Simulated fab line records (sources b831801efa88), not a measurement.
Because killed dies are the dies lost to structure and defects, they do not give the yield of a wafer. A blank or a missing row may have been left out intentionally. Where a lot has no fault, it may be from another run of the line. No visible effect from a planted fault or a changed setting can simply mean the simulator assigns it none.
Which tool was responsible? :: flow gf180mcu :: 36 wafers sampled from 12 lots at 1 step of a route of 602

WHAT THE GAUGES SHOWED, per wafer
GF_V2_RS_MEAS_24: a four-point-probe measurement.
lot: L075
measured: day 20 08:05
on: film_metro-03
V2_W_RS (ohm/sq): 0.327 0.329 0.328

lot: L077
measured: day 21 02:46
on: film_metro-04
V2_W_RS (ohm/sq): 0.324 0.330 0.322

lot: L079
measured: day 21 22:58
on: film_metro-02
V2_W_RS (ohm/sq): 0.335 0.333 0.330

lot: L081
measured: day 23 04:13
on: film_metro-04
V2_W_RS (ohm/sq): 0.332 0.334 0.329

lot: L083
measured: day 23 18:44
on: film_metro-04
V2_W_RS (ohm/sq): 0.332 0.325 0.327

lot: L085
measured: day 24 11:32
on: film_metro-04
V2_W_RS (ohm/sq): 0.332 0.331 0.331

lot: L087
measured: day 25 04:23
on: film_metro-03
V2_W_RS (ohm/sq): 0.324 0.323 0.325

lot: L089
measured: day 26 01:16
on: film_metro-04
V2_W_RS (ohm/sq): 0.334 0.335 0.325

lot: L091
measured: day 26 12:44
on: film_metro-03
V2_W_RS (ohm/sq): 0.330 0.325 0.330

lot: L093
measured: day 27 03:06
on: film_metro-04
V2_W_RS (ohm/sq): 0.332 0.331 0.330

lot: L095
measured: day 27 13:44
on: film_metro-03
V2_W_RS (ohm/sq): 0.329 0.329 0.331

lot: L096
measured: day 28 01:50
on: film_metro-04
V2_W_RS (ohm/sq): 0.332 0.330 0.335

WHAT TOOL EACH LOT RAN ON (gives the tool, then ch and the chambers of the sampled wafers, and finally the start)
The record shows no process step preceding these readings.

THE ANSWER, worked out from the rows above alone
Rule: the lots themselves supply what counts as usual. The widest of any qualifying gaps counts: lots, ordered by their means at a reading, are off when they make up no more than a third of the lots, leave a main group of 4 or more, and stand apart from it by 3 or more times the standard deviation of that group's means. The tables above print the reading to a certain number of digits; a main group whose means all agree to those digits is not used. Also off: a lot with no number at a reading for which 4 or more lots have one. Where the step has rows for the other lots, those lots are counted as sound.
Nothing can be told from this: no lot is off at any reading shown.

WHAT THE SIMULATOR HAD PUT IN
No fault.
